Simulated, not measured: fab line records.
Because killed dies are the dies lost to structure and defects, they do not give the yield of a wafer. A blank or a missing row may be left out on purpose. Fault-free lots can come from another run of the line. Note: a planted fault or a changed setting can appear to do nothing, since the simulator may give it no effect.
Comparing a struck lot with a sound one -- flow sky130 -- 14 steps out of a route of 708
Sound: the wafers L294.4, L294.5, L294.6. Wafers L292.2, L292.4, L292.5 were the ones struck. The cause comes at the end.
For every step that has rows: the tool of each side, followed by ch and its chambers, followed by its first start. Under that, the readings that differ: sound wafers -- struck wafers -- difference of the means -- sigmas: that difference in standard deviations of wafers without a fault.
alike: same words and numbers on both sides, and readings whose means sit less than 2 such deviations apart. not compared: any withheld reading, any reading some wafer has no value for, any bound like >300 that may hide the same value, and any number with overlapping values for which the record gives no deviation.
Wherever a step has rows on one side only, a row that says differs or no value, or a row with sigmas, the two part there. When numbers do not overlap yet have no deviation, they are printed without sigmas and do not part them. A reading that every wafer of one side lacks parts them only if that side has two wafers or more.

first, 8 steps without rows for these wafers: SKY_METAL4_DEHYDRATE_05 (time 60 s); SKY_METAL4_HMDS_06 (prime time 60 s); SKY_METAL4_COAT_07 (resist thk 60 nm); SKY_METAL4_COAT_08 (resist thk 1140 nm); SKY_METAL4_SOFTBAKE_09 (time 90 s); SKY_METAL4_EXPOSE_10 (exposes mask MM4, target cd 300 nm); SKY_METAL4_PEB_11; SKY_METAL4_DEVELOP_12 (develop time 60 s).
SKY_METAL4_CD_MEAS_13: the cd target is 300 nm.
  sound on cd-sem-02, day 44 13:06; struck on cd-sem-02, day 43 20:17
  alike: cd-nm
SKY_METAL4_OVL_MEAS_14:
  sound on overlay-01, day 44 13:11; struck on overlay-01, day 43 20:23
  alike: METAL4_OVL
SKY_METAL4_DESCUM_15: chemistry O2, time 8 s.
  sound on rie-metal-04 ch 1, day 44 13:14; struck on rie-metal-01 ch 1, day 43 20:25
reading,sound,struck,difference,sigmas
drypump-motor-current-A (A),5.8 5.8 5.8,4.7 4.7 4.7,-1.1,-3
  alike: chamber-pressure-mTorr, oes-product-au, temp-c
  not compared: rf-hours-counter-h
SKY_METAL4_ETCH_16: etches BARC in N2/H2, stops on SiO2, time 88.2 s, target depth 60 nm.
  sound on rie-metal-04 ch 1, day 44 13:22; struck on rie-metal-01 ch 1, day 43 20:31
reading,sound,struck,difference,sigmas
bias-w (W),99.6 99.5 99.6,100.3 100.1 100.2,+0.6,+2
drypump-motor-current-A (A),5.8 5.8 5.8,4.7 4.7 4.7,-1.1,-3
  alike: chamber-pressure-mTorr, oes-product-au, throttle-valve-pct
  not compared: rf-hours-counter-h
SKY_METAL4_ETCH_17: etches SiO2 in C4F8/O2/Ar, stops on TiN, time 3.9 s, target depth 15 nm.
  sound on rie-diel-03 ch 0,2,3, day 44 13:28; struck on rie-diel-04 ch 1,2,3, day 43 20:40
  no value came back on the struck wafers for bias-w (W), chamber-pressure-mTorr (mTorr), oes-product-au (a.u.); on the sound wafers bias-w (W) reads 1200 1195 1197
SKY_METAL4_METAL_ETCH_18: etches the open film in Cl2/BCl3, stops on SiO2, target depth 845 nm, time 183.1 s.
  sound on rie-metal-01 ch 0,1, day 44 13:32; struck on rie-metal-02 ch 1, day 43 20:41
reading,sound,struck,difference,sigmas
bias-w (W),48.64 48.61 48.65,48.51 48.17 48.06,-0.39,-3
  alike: bcl3-flow-sccm, chamber-pressure-mTorr, drypump-motor-current-A, oes-product-au, throttle-valve-pct
  not compared: rf-hours-counter-h

## WHERE THEY PART
Earliest at SKY_METAL4_DESCUM_15; latest, in this record, at SKY_METAL4_METAL_ETCH_18.

WHY: what had been put in by the simulator
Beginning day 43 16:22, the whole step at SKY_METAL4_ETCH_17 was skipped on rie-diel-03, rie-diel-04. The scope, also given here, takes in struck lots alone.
